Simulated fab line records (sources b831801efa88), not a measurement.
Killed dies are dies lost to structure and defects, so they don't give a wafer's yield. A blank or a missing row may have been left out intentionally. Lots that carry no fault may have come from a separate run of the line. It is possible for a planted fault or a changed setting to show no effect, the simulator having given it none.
Which tool was responsible? / flow sky130 / 11 lots with 33 wafers sampled at 3 steps, on a route of 708 steps

## WHAT EACH GAUGE READ, for each wafer
SKY_VIA1_THK_MEAS_23: measures by xrf.
lot=L844; measured=day 34 18:52; on=film metro-03; VIA1_W_THK (nm)=255 252 254
lot=L845; measured=day 35 03:10; on=film metro-03; VIA1_W_THK (nm)=254 255 254
lot=L846; measured=day 35 14:11; on=film metro-01; VIA1_W_THK (nm)=261 264 271
lot=L848; measured=day 35 19:32; on=film metro-02; VIA1_W_THK (nm)=264 260 260
lot=L850; measured=day 36 09:13; on=film metro-01; VIA1_W_THK (nm)=269
lot=L860; measured=day 39 10:01; on=film metro-02; VIA1_W_THK (nm)=259 268 266
lot=L863; measured=day 40 03:02; on=film metro-02; VIA1_W_THK (nm)=267 265 265
lot=L865; measured=day 40 21:01; on=film metro-03; VIA1_W_THK (nm)=254 252 254
lot=L866; measured=day 40 22:41; on=film metro-03; VIA1_W_THK (nm)=258 262 261
lot=L867; measured=day 41 02:28; on=film metro-01; VIA1_W_THK (nm)=264 264 258

## TOOL THAT RAN EACH LOT (tool first, then ch and the chambers of the sampled wafers, then the start)
lot=L844; SKY_LOCAL_INTERCONNECT_METAL_ETCH_14=rie metal-02 ch 1, day 31 05:45; SKY_LOCAL_INTERCONNECT_STRIP_15=plasma asher-03 ch 0,1, day 31 05:51
lot=L845; SKY_LOCAL_INTERCONNECT_METAL_ETCH_14=rie metal-02 ch 1, day 31 11:06; SKY_LOCAL_INTERCONNECT_STRIP_15=plasma asher-04 ch 0,1, day 31 11:11
lot=L846; SKY_LOCAL_INTERCONNECT_METAL_ETCH_14=rie metal-04 ch 0,1, day 32 00:31; SKY_LOCAL_INTERCONNECT_STRIP_15=plasma asher-02 ch 0,1, day 32 00:35
lot=L848; SKY_LOCAL_INTERCONNECT_METAL_ETCH_14=rie metal-04 ch 0,1, day 32 06:21; SKY_LOCAL_INTERCONNECT_STRIP_15=plasma asher-02 ch 0,1, day 32 06:24
lot=L850; SKY_LOCAL_INTERCONNECT_METAL_ETCH_14=rie metal-02 ch 0,1, day 32 19:30; SKY_LOCAL_INTERCONNECT_STRIP_15=plasma asher-02 ch 0,1, day 32 19:33
lot=L851; SKY_LOCAL_INTERCONNECT_METAL_ETCH_14=rie metal-02 ch 0, day 33 01:04; SKY_LOCAL_INTERCONNECT_STRIP_15=plasma asher-02 ch 1, day 33 01:07
lot=L860; SKY_LOCAL_INTERCONNECT_METAL_ETCH_14=rie metal-04 ch 0, day 35 22:58; SKY_LOCAL_INTERCONNECT_STRIP_15=plasma asher-02 ch 0,1, day 35 23:02
lot=L863; SKY_LOCAL_INTERCONNECT_METAL_ETCH_14=rie metal-02 ch 0,1, day 36 17:27; SKY_LOCAL_INTERCONNECT_STRIP_15=plasma asher-04 ch 0,1, day 36 17:30
lot=L865; SKY_LOCAL_INTERCONNECT_METAL_ETCH_14=rie metal-04 ch 0,1, day 37 11:46; SKY_LOCAL_INTERCONNECT_STRIP_15=plasma asher-04 ch 0,1, day 37 11:49
lot=L866; SKY_LOCAL_INTERCONNECT_METAL_ETCH_14=rie metal-02 ch 0,1, day 37 15:17; SKY_LOCAL_INTERCONNECT_STRIP_15=plasma asher-04 ch 0,1, day 37 15:22
lot=L867; SKY_LOCAL_INTERCONNECT_METAL_ETCH_14=rie metal-02 ch 0,1, day 37 18:28; SKY_LOCAL_INTERCONNECT_STRIP_15=plasma asher-02 ch 1, day 37 18:31
- SKY_LOCAL_INTERCONNECT_METAL_ETCH_14: etches TiN in Cl2/BCl3, stops on PSG, target depth 110 nm, time 31.4 s.
- SKY_LOCAL_INTERCONNECT_STRIP_15: strips in O2/N2.

## AS READ BY THE TOOLS THEMSELVES (means over the sampled wafers that have a number; for cases with no such wafer, the mark the record gives instead)
SKY_LOCAL_INTERCONNECT_METAL_ETCH_14.
lot=L844; tool=rie metal-02; bcl3 flow sccm (sccm)=29.91; drypump motor current A (A)=5.8; oes product au (a.u.)=0.946; run length s (s)=60.4; throttle valve pct (%)=21.894
lot=L845; tool=rie metal-02; bcl3 flow sccm (sccm)=30.07; drypump motor current A (A)=5.8; oes product au (a.u.)=0.935; run length s (s)=60.4; throttle valve pct (%)=21.910
lot=L846; tool=rie metal-04; bcl3 flow sccm (sccm)=30.00; drypump motor current A (A)=5.2; oes product au (a.u.)=0.954; run length s (s)=59.6; throttle valve pct (%)=21.901
lot=L848; tool=rie metal-04; bcl3 flow sccm (sccm)=29.93; drypump motor current A (A)=5.1; oes product au (a.u.)=0.941; run length s (s)=59.6; throttle valve pct (%)=21.899
lot=L850; tool=rie metal-02; bcl3 flow sccm (sccm)=30.06; drypump motor current A (A)=6.1; oes product au (a.u.)=0.970; run length s (s)=55.7; throttle valve pct (%)=21.886
lot=L851; tool=rie metal-02; bcl3 flow sccm (sccm)=30.00; drypump motor current A (A)=6.3; oes product au (a.u.)=0.980; run length s (s)=53.2; throttle valve pct (%)=21.877
lot=L860; tool=rie metal-04; bcl3 flow sccm (sccm)=30.03; drypump motor current A (A)=4.8; oes product au (a.u.)=0.958; run length s (s)=62.7; throttle valve pct (%)=21.893
lot=L863; tool=rie metal-02; bcl3 flow sccm (sccm)=29.98; drypump motor current A (A)=6.0; oes product au (a.u.)=0.934; run length s (s)=60.2; throttle valve pct (%)=21.910
lot=L865; tool=rie metal-04; bcl3 flow sccm (sccm)=29.98; drypump motor current A (A)=5.1; oes product au (a.u.)=0.939; run length s (s)=59.6; throttle valve pct (%)=21.903
lot=L866; tool=rie metal-02; bcl3 flow sccm (sccm)=30.03; drypump motor current A (A)=6.1; oes product au (a.u.)=0.939; run length s (s)=59.8; throttle valve pct (%)=21.901
lot=L867; tool=rie metal-02; bcl3 flow sccm (sccm)=29.98; drypump motor current A (A)=6.0; oes product au (a.u.)=0.944; run length s (s)=59.9; throttle valve pct (%)=21.904

SKY_LOCAL_INTERCONNECT_STRIP_15.
lot=L844; tool=plasma asher-03; drypump motor current A (A)=5.4; oes product au (a.u.)=0.427; strip time to endpoint s (s)=4.737
lot=L845; tool=plasma asher-04; drypump motor current A (A)=5.9; oes product au (a.u.)=0.425; strip time to endpoint s (s)=4.724
lot=L846; tool=plasma asher-02; drypump motor current A (A)=5.1; oes product au (a.u.)=0.426; strip time to endpoint s (s)=4.701
lot=L848; tool=plasma asher-02; drypump motor current A (A)=5.3; oes product au (a.u.)=0.428; strip time to endpoint s (s)=4.715
lot=L850; tool=plasma asher-02; drypump motor current A (A)=5.1; oes product au (a.u.)=0.429; strip time to endpoint s (s)=4.792
lot=L851; tool=plasma asher-02; drypump motor current A (A)=5.4; oes product au (a.u.)=0.430; strip time to endpoint s (s)=4.847
lot=L860; tool=plasma asher-02; drypump motor current A (A)=5.2; oes product au (a.u.)=0.424; strip time to endpoint s (s)=4.686
lot=L863; tool=plasma asher-04; drypump motor current A (A)=5.9; oes product au (a.u.)=0.427; strip time to endpoint s (s)=4.699
lot=L865; tool=plasma asher-04; drypump motor current A (A)=5.9; oes product au (a.u.)=0.424; strip time to endpoint s (s)=4.678
lot=L866; tool=plasma asher-04; drypump motor current A (A)=5.9; oes product au (a.u.)=0.426; strip time to endpoint s (s)=4.729
lot=L867; tool=plasma asher-02; drypump motor current A (A)=5.4; oes product au (a.u.)=0.422; strip time to endpoint s (s)=4.698

## THE ANSWER, worked out from the rows above alone
Rule: the lots themselves supply what counts as usual. The widest of any qualifying gaps counts: lots, ordered by their means at a reading, are off when they make up no more than a third of the lots, leave a main group of 4 or more, and stand apart from it by 3 or more times the standard deviation of that group's means. If all means in a main group match to the digits the tables above print for the reading, that group is not used. Also off: a lot with no number at a reading for which 4 or more lots have one. Where the step has rows for the other lots, those lots are counted as sound. The gauges are gone through in route order, then the tools' own readings, and for those a lot's mean is taken as printed above. At the first step where some lot is off, the reading lying furthest off is the one used; lots without a number count as furthest.
Off at SKY_LOCAL_INTERCONNECT_METAL_ETCH_14 (run length s): L850, L851. The main group has a mean of 60.2 s with a standard deviation of 0.92.
If a tool, at that step or one of the process steps before it, ran each lot that is off and ran no sound lot following the first of them, it fits. Not one of the candidates tried fits.

## WHAT THE SIMULATOR HAD PUT IN
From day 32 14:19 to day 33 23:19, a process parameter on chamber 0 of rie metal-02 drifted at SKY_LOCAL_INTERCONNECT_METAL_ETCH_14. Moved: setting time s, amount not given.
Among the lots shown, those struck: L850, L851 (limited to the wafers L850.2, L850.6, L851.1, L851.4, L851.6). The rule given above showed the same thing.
